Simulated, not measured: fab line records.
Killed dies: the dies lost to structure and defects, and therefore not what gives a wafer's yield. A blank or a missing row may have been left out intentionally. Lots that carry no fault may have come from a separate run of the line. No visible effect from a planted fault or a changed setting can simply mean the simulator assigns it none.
Which of the tools did it? + flow gf180mcu + 36 wafers from 13 lots sampled at 5 of the route's 602 steps

WHAT EACH GAUGE READ, for each wafer
GF_CONTACT_THK_MEAS_01. Usual: CONTACT_CVD_00_THK 303 nm, standard deviation 3.8.
| lot  | measured     | on           | CONTACT_CVD_00_THK (nm) | flag |
|------|--------------|--------------|-------------------------|------|
| L170 | day 14 22:07 | filmMetro-01 | 303 302 304             |      |
| L171 | day 15 06:56 | filmMetro-04 | 298 300 297             |      |
| L174 | day 16 07:08 | filmMetro-01 | 305 313                 |      |
| L176 | day 17 02:36 | filmMetro-01 | 303 303 309             |      |
| L177 | day 18 02:26 | filmMetro-03 | 305 306 300             |      |
| L178 | day 18 03:56 | filmMetro-04 | 306 298 305             |      |
| L179 | day 18 16:20 | filmMetro-03 | 303 301 301             |      |
| L182 | day 20 14:55 | filmMetro-03 | 299 301 303             |      |
| L184 | day 20 17:01 | filmMetro-03 | 303 307                 |      |
| L189 | day 21 22:39 | filmMetro-04 | 304 303 306             |      |
| L190 | day 22 04:44 | filmMetro-01 | 298 300 303             |      |
| L191 | day 22 12:56 | filmMetro-04 | 303 302 299             |      |
| L192 | day 22 20:06 | filmMetro-03 | 301 300                 |      |

GF_M1_CD_MEAS_14 targets a cd of 230 nm. Usual: cdNm reads 229.7 nm (standard deviation 1.2).
| lot  | measured     | on       | cdNm (nm)                           | flag |
|------|--------------|----------|-------------------------------------|------|
| L170 | day 16 20:17 | cdSem-02 | 229.7 230.0 231.1                   |      |
| L171 | day 17 05:10 | cdSem-02 | 228.8 226.7 229.1                   |      |
| L174 | day 18 06:01 | cdSem-02 | 229.7 229.6                         |      |
| L176 | day 19 04:23 | cdSem-01 | 233.2 232.2 232.7                   |      |
| L177 | day 20 04:32 | cdSem-01 | 229.5 227.5 227.6                   |      |
| L178 | day 20 06:04 | cdSem-02 | 229.6 230.1 229.8                   |      |
| L179 | day 20 19:25 | cdSem-01 | 230.5 229.8 229.2                   |      |
| L182 | day 22 16:56 | cdSem-01 | 231.1 229.8 186.7 231.1 230.3 186.1 | OFF  |
| L184 | day 22 17:50 | cdSem-02 | 230.2 186.8 230.3 187.0             | OFF  |
| L189 | day 23 22:40 | cdSem-01 | 230.1 230.4 230.4                   |      |
| L190 | day 24 04:37 | cdSem-02 | 228.3 228.2 227.9                   |      |
| L191 | day 24 12:38 | cdSem-01 | 229.0 228.3 229.0                   |      |
| L192 | day 24 18:59 | cdSem-01 | 228.1 227.9                         |      |

WHAT TOOL EACH LOT RAN ON (gives the tool, then ch and the chambers of the sampled wafers, and finally the start)
| lot  | GF_CONTACT_CMP_04             | GF_M1_SPUTTER_02            | GF_M1_EXPOSE_11                  |
|------|-------------------------------|-----------------------------|----------------------------------|
| L170 | cmp-01 ch 0,2,3, day 14 22:25 | pvdSputter-04, day 15 21:59 | krfScanner-01 ch 0, day 16 09:05 |
| L171 | cmp-02 ch 0,2,3, day 15 07:07 | pvdSputter-04, day 16 07:04 | krfScanner-02 ch 0, day 16 18:11 |
| L174 | cmp-02 ch 0,1, day 16 07:29   | pvdSputter-03, day 17 06:57 | krfScanner-02 ch 0, day 17 18:35 |
| L176 | cmp-01 ch 0,1,3, day 17 02:50 | pvdSputter-03, day 18 04:50 | krfScanner-01 ch 0, day 18 16:35 |
| L177 | cmp-01 ch 0,1,3, day 18 02:44 | pvdSputter-04, day 19 04:03 | krfScanner-02 ch 0, day 19 16:57 |
| L178 | cmp-01 ch 1,2,3, day 18 04:10 | pvdSputter-03, day 19 05:18 | krfScanner-01 ch 0, day 19 17:56 |
| L179 | cmp-01 ch 1,2, day 18 16:37   | pvdSputter-01, day 19 18:54 | krfScanner-01 ch 0, day 20 07:13 |
| L182 | cmp-01 ch 0,2,3, day 20 15:11 | pvdSputter-03, day 21 17:12 | krfScanner-02 ch 0, day 22 04:49 |
| L184 | cmp-02 ch 1,3, day 20 17:19   | pvdSputter-03, day 21 19:06 | krfScanner-02 ch 0, day 22 05:35 |
| L189 | cmp-02 ch 0,2,3, day 21 22:50 | pvdSputter-03, day 22 23:40 | krfScanner-01 ch 0, day 23 11:25 |
| L190 | cmp-01 ch 0,2,3, day 22 04:55 | pvdSputter-01, day 23 06:10 | krfScanner-01 ch 0, day 23 18:23 |
| L191 | cmp-02 ch 0,1,3, day 22 13:14 | pvdSputter-04, day 23 14:46 | krfScanner-01 ch 0, day 24 01:31 |
| L192 | cmp-02 ch 1,2, day 22 20:22   | pvdSputter-04, day 23 21:04 | krfScanner-01 ch 0, day 24 08:03 |
- GF_CONTACT_CMP_04: polishes SiO2.
- GF_M1_SPUTTER_02: material AlCu, target thk 450 nm, time 23.9 s.
- GF_M1_EXPOSE_11: exposes mask Metal1, target cd 230 nm.

WHAT THE TOOLS THEMSELVES READ (means of the sampled wafers that have a number; where no wafer has one, the mark that the record gives instead)
GF_CONTACT_CMP_04. Usual: motorCurrentA 13.0 A, standard deviation 1.2; slurryFlowMlMin 150.0, standard deviation 0.45; timeToEndpointS 110 s, standard deviation 6.5.
| lot  | tool   | motorCurrentA (A) | slurryFlowMlMin | timeToEndpointS (s) | flag |
|------|--------|-------------------|-----------------|---------------------|------|
| L170 | cmp-01 | 12.1              | 149.7           | 118                 |      |
| L171 | cmp-02 | 13.6              | 149.3           | 110                 |      |
| L174 | cmp-02 | 13.8              | 150.1           | 113                 |      |
| L176 | cmp-01 | 12.3              | 150.6           | 105                 |      |
| L177 | cmp-01 | 12.6              | 150.0           | 105                 |      |
| L178 | cmp-01 | 12.8              | 150.4           | 112                 |      |
| L179 | cmp-01 | 13.4              | 149.9           | 114                 |      |
| L182 | cmp-01 | 11.9              | 150.0           | 119                 |      |
| L184 | cmp-02 | 13.3              | 150.2           | 111                 |      |
| L189 | cmp-02 | 13.3              | 150.0           | 106                 |      |
| L190 | cmp-01 | 12.0              | 149.8           | 111                 |      |
| L191 | cmp-02 | 14.0              | 150.3           | 105                 |      |
| L192 | cmp-02 | 12.8              | 150.1           | 112                 |      |

GF_M1_SPUTTER_02. Usual: throttleValvePct reads 29.6 % (standard deviation 1.2).
| lot  | tool          | throttleValvePct (%) | flag |
|------|---------------|----------------------|------|
| L170 | pvdSputter-04 | 29.8                 |      |
| L171 | pvdSputter-04 | 29.6                 |      |
| L174 | pvdSputter-03 | 29.8                 |      |
| L176 | pvdSputter-03 | 29.2                 |      |
| L177 | pvdSputter-04 | 29.8                 |      |
| L178 | pvdSputter-03 | 28.7                 |      |
| L179 | pvdSputter-01 | 28.8                 |      |
| L182 | pvdSputter-03 | 30.1                 |      |
| L184 | pvdSputter-03 | 32.2                 |      |
| L189 | pvdSputter-03 | 30.1                 |      |
| L190 | pvdSputter-01 | 28.5                 |      |
| L191 | pvdSputter-04 | 29.9                 |      |
| L192 | pvdSputter-04 | 30.0                 |      |

GF_M1_EXPOSE_11. Usual: exposureDoseMJCm2 reads 27.996 (standard deviation 0.028).
| lot  | tool          | exposureDoseMJCm2 | flag |
|------|---------------|-------------------|------|
| L170 | krfScanner-01 | 27.990            |      |
| L171 | krfScanner-02 | 27.998            |      |
| L174 | krfScanner-02 | 28.038            |      |
| L176 | krfScanner-01 | 28.019            |      |
| L177 | krfScanner-02 | 27.978            |      |
| L178 | krfScanner-01 | 27.998            |      |
| L179 | krfScanner-01 | 28.003            |      |
| L182 | krfScanner-02 | 28.024            |      |
| L184 | krfScanner-02 | 27.953            |      |
| L189 | krfScanner-01 | 27.993            |      |
| L190 | krfScanner-01 | 28.013            |      |
| L191 | krfScanner-01 | 27.979            |      |
| L192 | krfScanner-01 | 28.029            |      |

THE ANSWER, worked out from the rows above alone
Rule: a lot counts as off when the mean over its wafers that have a number is more than 3 standard deviations away from the usual mean. Also off: a lot with no number at a reading for which 4 or more lots have one. The other lots that the step has rows for count as sound. Order of review: gauges by route order, followed by the tools' own readings, for which a lot's mean as printed above is used. The first step at which some lot is off is used, and at that step the reading that is off furthest; a lot without a number counts as furthest.
Off: L182, L184, at GF_M1_CD_MEAS_14 (cdNm).
A tool fits if, at a process step before that reading, it ran every lot that is off, and no sound lot after the first of them. The gauges at GF_M1_CD_MEAS_14 are tried like those tools. One candidate fits, namely krfScanner-02 at GF_M1_EXPOSE_11. A fault onset in the window from L177 (day 19 16:57, its last sound lot) to L182 (day 22 04:49, its first lot off) fits.

WHAT HAD BEEN PUT IN BY THE SIMULATOR
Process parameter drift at GF_M1_EXPOSE_11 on krfScanner-02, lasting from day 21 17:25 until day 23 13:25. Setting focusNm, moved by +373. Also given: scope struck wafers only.
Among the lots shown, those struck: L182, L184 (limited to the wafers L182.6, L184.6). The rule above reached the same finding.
